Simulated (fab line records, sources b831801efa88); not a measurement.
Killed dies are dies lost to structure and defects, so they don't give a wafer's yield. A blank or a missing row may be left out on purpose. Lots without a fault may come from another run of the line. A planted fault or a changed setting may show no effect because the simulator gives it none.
Problem report in the 8D (eight disciplines) form, filled by code | flow sky130 | the parts of the form that need people (team, actions taken, sign-off) are left out

1. THE PROBLEM
GATE_OXIDE_TW at SKY_GATE_OXIDE_TW_MEAS_14 reads a mean of 349 on 6 wafers of 2 lots; wafers without a fault read 222 with a standard deviation of 3.2. That is +40 standard deviations from the usual mean.
First seen on wafer L917.2, day 20 07:10, on film_metro-02. The record holds 33 wafers of 11 lots with a number at this step. Rule for "out", or "out of limits": more than 4 standard deviations from the usual mean. The other wafers with a number count as sound.

2. WHAT IT IS AND WHAT IT IS NOT
question                    | is                           | is not
which readings at this step | GATE_OXIDE_TW                | -
which lots                  | L917, L918                   | L900, L902, L904, L907, L908, L916, L920, L921, L922
which wafers of those lots  | all that have a number       | -
read on which gauges        | film_metro-02, film_metro-03 | film_metro-04
when                        | from day 20 07:10            | up to then (15 sound wafers); but 12 sound wafers of L916, L920, L921, L922 came after

3. SUSPECTS, AND WHAT RULES EACH OUT
Counting: a tool at a process step up to the reading stays a suspect if it ran every lot that is out and no sound lot after the first of them.
- the gauge at SKY_GATE_OXIDE_TW_MEAS_14: ruled out. The wafers that are out were read on 2 gauges (film_metro-02, film_metro-03).
- plasma_asher-01 at SKY_VT_ADJUST_PCH_STRIP_09 (strips in O2/N2): kept. It ran every lot that is out, first L917 (day 16 03:33), and no sound lot after that; its last sound lot up to then is L907 (day 12 07:29).
- rie_diel-02 at SKY_SONOS_ONO_ETCH_15 (etches the open film in CHF3/O2, target depth 19.52 nm, time 7.8 s): kept. It ran every lot that is out, first L917 (day 18 19:49), and no sound lot after that; its last sound lot up to then is L908 (day 14 21:58).
- implanter-04 at SKY_GATE_OXIDE_IMPLANT_11: kept. It ran every lot that is out, first L917 (day 20 06:50), and no sound lot after that; its last sound lot up to then is L908 (day 16 03:05). Its own readings are out on those wafers: dose_ions_cm2, faraday_current_uA.
Left after counting: plasma_asher-01 at SKY_VT_ADJUST_PCH_STRIP_09, rie_diel-02 at SKY_SONOS_ONO_ETCH_15, implanter-04 at SKY_GATE_OXIDE_IMPLANT_11.

4. THE CAUSE (what the simulator had put in)
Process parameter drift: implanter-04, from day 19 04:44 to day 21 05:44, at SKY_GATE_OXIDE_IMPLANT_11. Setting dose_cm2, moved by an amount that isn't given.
Counting left 3 suspects, and this tool is among them.

5. THE CHAIN OF EFFECTS, in route order
Each row: a reading whose mean over the struck wafers that have a number lies more than 3 standard deviations from the usual. Only readings for which the record gives a usual standard deviation are gone through. hours: the time from each lot's start at the first step in this table that gives one to its start at this step, as a median over the lots. sigmas: the change in usual standard deviations.
hours | step                      | reading            | usual      | on struck wafers | change      | sigmas
0     | SKY_GATE_OXIDE_IMPLANT_11 | dose_ions_cm2      | 2.5998e+12 | 1.2010e+13       | +9.4102e+12 | +99 or more
0     | SKY_GATE_OXIDE_IMPLANT_11 | faraday_current_uA | 14.7       | 67.5             | +52.8       | +99 or more
0     | SKY_GATE_OXIDE_TW_MEAS_14 | GATE_OXIDE_TW      | 222        | 349              | +127        | +40
The process steps in it:
- SKY_GATE_OXIDE_IMPLANT_11

6. WHAT WOULD HAVE CAUGHT IT SOONER
In this record the first reading out of limits at a measuring or inspecting step was taken at day 20 07:10, 26 hours after the fault began at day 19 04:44.
The tool's own readings at SKY_GATE_OXIDE_IMPLANT_11 were out on every struck wafer that the step has a row for (dose_ions_cm2, faraday_current_uA): an alarm limit on them would have fired on the first of those.
Of the lots that are out (2), L918 began SKY_GATE_OXIDE_IMPLANT_11 on implanter-04 after day 20 07:10. A hold on the tool at that time would have spared it.
